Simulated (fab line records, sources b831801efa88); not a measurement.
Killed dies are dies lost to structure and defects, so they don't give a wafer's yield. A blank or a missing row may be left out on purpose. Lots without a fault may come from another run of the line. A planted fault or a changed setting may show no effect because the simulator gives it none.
Which tool did it? | flow sky130 | 10 lots, 30 wafers sampled, at 3 steps of a route of 708

WHAT THE GAUGES READ, wafer by wafer
SKY_LDD_LDN_TW_MEAS_13. Usual: LDD_LDN_TW 1480, standard deviation 7.5.
lot  | measured     | on            | LDD_LDN_TW     | flag
L560 | day 23 02:20 | film_metro-04 | 1486 1483 1484 |
L561 | day 23 04:08 | film_metro-04 | 1490 1476 1481 |
L562 | day 23 16:35 | film_metro-04 | 1486 1469 1489 |
L563 | day 24 02:08 | film_metro-02 | 1481 1482 1478 |
L564 | day 24 08:17 | film_metro-02 | 1487 1485 1479 |
L565 | day 24 15:45 | film_metro-01 | 1471 1481 1485 |
L566 | day 25 19:50 | film_metro-02 | 1402 1398 1405 | OFF
L567 | day 25 20:44 | film_metro-01 | 1426 1420 1426 | OFF
L568 | day 26 01:29 | film_metro-01 | 1411 1414 1412 | OFF
L569 | day 26 05:43 | film_metro-01 | 1414 1414 1413 | OFF

SKY_POLY_CUT_OVL_MEAS_09. Usual: POLY_CUT_OVL 3 nm, standard deviation 6.6.
lot  | measured     | on         | POLY_CUT_OVL (nm) | flag
L560 | day 24 09:34 | overlay-02 | 0 11 3            |
L561 | day 24 12:19 | overlay-01 | 17 12 11          |
L562 | day 25 00:16 | overlay-02 | 1 2 -12           |
L563 | day 25 09:25 | overlay-01 | 5 -8 -3           |
L564 | day 25 16:13 | overlay-01 | 3 9 3             |
L565 | day 25 22:44 | overlay-01 | 0 -2 2            |
L566 | day 27 13:32 | overlay-01 | 12 13 15          |
L567 | day 27 14:04 | overlay-01 | 7 7 0             |
L568 | day 27 14:25 | overlay-02 | -14 -8 -6         |
L569 | day 27 14:47 | overlay-01 | -1 4 -7           |

WHICH TOOL RAN EACH LOT (tool, then ch and the chambers of the sampled wafers, then the start)
lot  | SKY_LDD_LDN_IMPLANT_10
L560 | implanter-03 ch 0, day 23 01:56
L561 | implanter-02 ch 0, day 23 03:45
L562 | implanter-04 ch 0, day 23 16:13
L563 | implanter-03 ch 0, day 24 01:44
L564 | implanter-02 ch 0, day 24 07:53
L565 | implanter-02 ch 0, day 24 15:23
L566 | implanter-04 ch 0, day 25 19:26
L567 | implanter-03 ch 0, day 25 20:21
L568 | implanter-04 ch 0, day 26 01:07
L569 | implanter-04 ch 0, day 26 05:21
- SKY_LDD_LDN_IMPLANT_10

WHAT THE TOOLS THEMSELVES READ (means of the sampled wafers that have a number; where no wafer has one, the mark that the record gives instead)
The record holds no such reading with a usual standard deviation.

THE ANSWER, worked out from the rows above alone
Rule: a lot is off if the mean of its wafers that have a number lies more than 3 standard deviations from the usual mean. A lot without any number at a reading at which 4 lots or more have one is off too. The other lots that the step has rows for count as sound. The gauges are gone through in route order, then the tools' own readings, and for those a lot's mean is taken as printed above. The first step at which some lot is off is used, and at that step the reading that is off furthest; a lot without a number counts as furthest.
Off: L566, L567, L568, L569, at SKY_LDD_LDN_TW_MEAS_13 (LDD_LDN_TW).
A tool fits if, at a process step before that reading, it ran every lot that is off, and no sound lot after the first of them. The gauges at SKY_LDD_LDN_TW_MEAS_13 are tried like those tools. None of those tried fits.

WHAT THE SIMULATOR HAD PUT IN
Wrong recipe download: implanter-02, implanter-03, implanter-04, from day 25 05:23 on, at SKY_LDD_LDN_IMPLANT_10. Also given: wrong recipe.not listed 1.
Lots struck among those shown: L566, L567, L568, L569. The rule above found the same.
